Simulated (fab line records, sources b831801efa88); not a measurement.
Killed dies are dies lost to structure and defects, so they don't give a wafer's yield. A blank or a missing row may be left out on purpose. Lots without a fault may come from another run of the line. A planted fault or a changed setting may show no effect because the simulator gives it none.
Which tool did it? | flow sky130 | 7 lots, 21 wafers sampled, at 2 steps of a route of 708

WHAT THE GAUGES READ, wafer by wafer
SKY_CAPM_RS_MEAS_03: measures by four-point-probe.
lot  | measured     | on            | CAPM_TIN_RS (ohm/sq)
L440 | day 37 00:23 | film_metro-04 | 6.89 6.93 6.92
L442 | day 37 09:47 | film_metro-02 | 6.92 6.95 6.91
L448 | day 39 07:10 | film_metro-02 | 6.87 6.82 6.88
L453 | day 40 19:33 | film_metro-04 | 6.98 6.98 6.95
L457 | day 41 23:58 | film_metro-01 | 6.84 6.82 6.81
L459 | day 42 12:47 | film_metro-02 | 6.93 6.91 6.88
L462 | day 43 01:31 | film_metro-02 | 6.93 6.86 6.92

WHICH TOOL RAN EACH LOT (tool, then ch and the chambers of the sampled wafers, then the start)
lot  | SKY_METAL3_SPUTTER_02
L440 | pvd_sputter-01, day 37 00:02
L442 | pvd_sputter-03, day 37 09:30
L448 | pvd_sputter-02, day 39 06:52
L453 | pvd_sputter-01, day 40 19:11
L457 | pvd_sputter-03, day 41 23:40
L459 | pvd_sputter-03, day 42 12:29
L462 | pvd_sputter-03, day 43 01:11
- SKY_METAL3_SPUTTER_02: material AlCu, target thk 735 nm, time 39.1 s.

THE ANSWER, worked out from the rows above alone
Rule: what is usual is taken from the lots themselves. Put in order of their means at a reading, lots are off if they are a third of the lots or fewer, leave a main group of 4 or more, and stand apart from it by a gap of 3 or more times the standard deviation of the main group's means; of several such gaps the widest counts. A main group whose means are all the same, to the digits that the tables above print for the reading, isn't used. A lot without any number at a reading at which 4 lots or more have one is off too. The other lots that the step has rows for count as sound.
No lot is off at any reading shown: from this, nothing can be told.

WHAT THE SIMULATOR HAD PUT IN
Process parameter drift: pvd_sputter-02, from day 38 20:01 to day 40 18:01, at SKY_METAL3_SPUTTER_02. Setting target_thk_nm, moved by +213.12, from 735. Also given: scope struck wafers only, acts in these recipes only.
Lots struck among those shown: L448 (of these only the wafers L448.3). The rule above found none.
